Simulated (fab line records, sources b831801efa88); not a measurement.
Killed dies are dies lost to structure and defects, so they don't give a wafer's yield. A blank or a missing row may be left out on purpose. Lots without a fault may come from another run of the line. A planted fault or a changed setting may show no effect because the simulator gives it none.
A struck lot beside a sound one | flow sky130 | 15 steps out of a route of 708
Sound: wafers L287.1, L287.4, L287.6. Struck: wafers L295.2, L295.4, L295.6. The cause comes at the end.
At each step with rows: each side's tool, then ch and its chambers, then its first start. Under that, the readings that differ: sound wafers | struck wafers | difference of the means | sigmas: that difference in standard deviations of wafers without a fault.
alike: readings whose means differ by less than 2 such deviations, and words and numbers that are the same on both sides. not compared: withheld readings, readings that some wafer has no value for, bounds like >300 that may hide the same value, and numbers for which the record gives no deviation and whose values overlap.
The two part at a step that has a row with sigmas, a row that says differs or no value, or rows on one side only. Numbers that don't overlap but have no deviation are shown without sigmas and don't part them. A reading that every wafer of one side lacks parts them only if that side has two wafers or more.

first, 6 steps without rows for these wafers: SKY_GATE_OXIDE_HMDS_04 (prime time 60 s); SKY_GATE_OXIDE_COAT_05 (resist thk 1140 nm); SKY_GATE_OXIDE_SOFTBAKE_06 (time 60 s); SKY_GATE_OXIDE_EXPOSE_07 (exposes mask LVOM, target cd 600 nm); SKY_GATE_OXIDE_PEB_08; SKY_GATE_OXIDE_DEVELOP_09 (develop time 60 s).
SKY_GATE_OXIDE_OVL_MEAS_10:
  sound on overlay-02, day 15 01:15; struck on overlay-01, day 17 18:26
  alike: GATE_OXIDE_OVL
then, 2 steps without rows for these wafers: SKY_GATE_OXIDE_IMPLANT_11; SKY_GATE_OXIDE_WET_ETCH_12 (etches SiO2 in dHF, target depth 16.8 nm, time 336 s).
SKY_GATE_OXIDE_STRIP_13: strips in O2/N2.
  sound on plasma_asher-02 ch 0,1, day 15 01:32; struck on plasma_asher-02 ch 0, day 17 18:44
  alike: drypump_motor_current_A, oes_product_au, strip_time_to_endpoint_s
  not compared: rf_hours_counter_h
SKY_GATE_OXIDE_TW_MEAS_14:
  sound on film_metro-04, day 15 01:38; struck on film_metro-01, day 17 18:50
  alike: GATE_OXIDE_TW
then, 1 step without rows for these wafers: SKY_GATE_OXIDE_CLEAN_15 (cleans in SC1/SC2, time 150 s).
SKY_GATE_OXIDE_OXIDATION_16: stabilise 600 s, purge 300 s, target thk 3.57 nm.
  sound on furnace-02 ch 0, day 15 02:02; struck on furnace-01 ch 0, day 17 18:56
  reading                                           | sound             | struck            | difference | sigmas
  spike_tc_bottom_C (C)                             | 820.5 821.4 820.0 | 807.9 808.4 807.3 | -12.8      | -9
  spike_tc_centre_C (C)                             | 801.6 802.4 800.9 | 792.0 791.2 791.2 | -10.2      | -9
  spike_tc_lower_C (C)                              | 801.1 801.5 801.0 | 790.7 791.4 792.7 | -9.6       | -10
  spike_tc_top_C (C)                                | 815.6 814.7 812.6 | 805.8 808.8 807.6 | -6.9       | -4
  spike_tc_upper_C (C)                              | 801.9 801.9 798.2 | 791.6 791.1 791.5 | -9.3       | -8
  model.SiO2_of_GATE_OXIDE_OXIDATION_01.thk_nm (nm) | 11.71 11.76 11.7  | 11.34 11.41 11.23 | -0.40      |
  alike: ramp_up_c_per_min
then, 1 step without rows for these wafers: SKY_POLY_GATE_CVD_00 (deposits poly-Si, target thk 180 nm, time 720 s).
-- the record jumps here: 31 days lie between the struck wafers' starts before and after (it left off in module POLY_GATE and takes up again in module PAD_OPEN, whose first step shown is number 708 of the route) --
SKY_PAD_OPEN_PROBE_99:
  sound on prober-01, day 46 23:13; struck on prober-01, day 48 15:26
  reading                                      | sound         | struck               | difference | sigmas
  killed_at_other                              | 2 1           | 0 0 0                | -2         | -3
  model.etest.nfet_05v0_nvt.drive_ua_um        | 581.5 575.2   | 586.6 584.1 590      | +8.5       |
  model.etest.cap_thick_oxide.gate_log10_a_cm2 | -7.206 -7.276 | -6.685 -6.769 -6.589 | +0.560     |
  alike: killed_at_M0_to_M3, killed_at_M4_up, killed_at_contacts, killed_at_front_end, killed_dies, killed_open, killed_short
  not compared: model.etest.nfet_01v8_lvt.drive_ua_um, model.etest.nfet_01v8_swapped.drive_ua_um, model.etest.nfet_01v8_turned.drive_ua_um, model.etest.nfet_01v8.drive_ua_um, model.etest.sram_nfet_pass.drive_ua_um, model.etest.cap_thin_oxide.gate_log10_a_cm2

WHERE THEY PART
First at SKY_GATE_OXIDE_OXIDATION_16; last, within this record, at SKY_PAD_OPEN_PROBE_99.

WHY: what the simulator had put in
Process parameter drift: furnace-01, from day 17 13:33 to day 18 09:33, at SKY_GATE_OXIDE_OXIDATION_16. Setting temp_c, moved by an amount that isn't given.
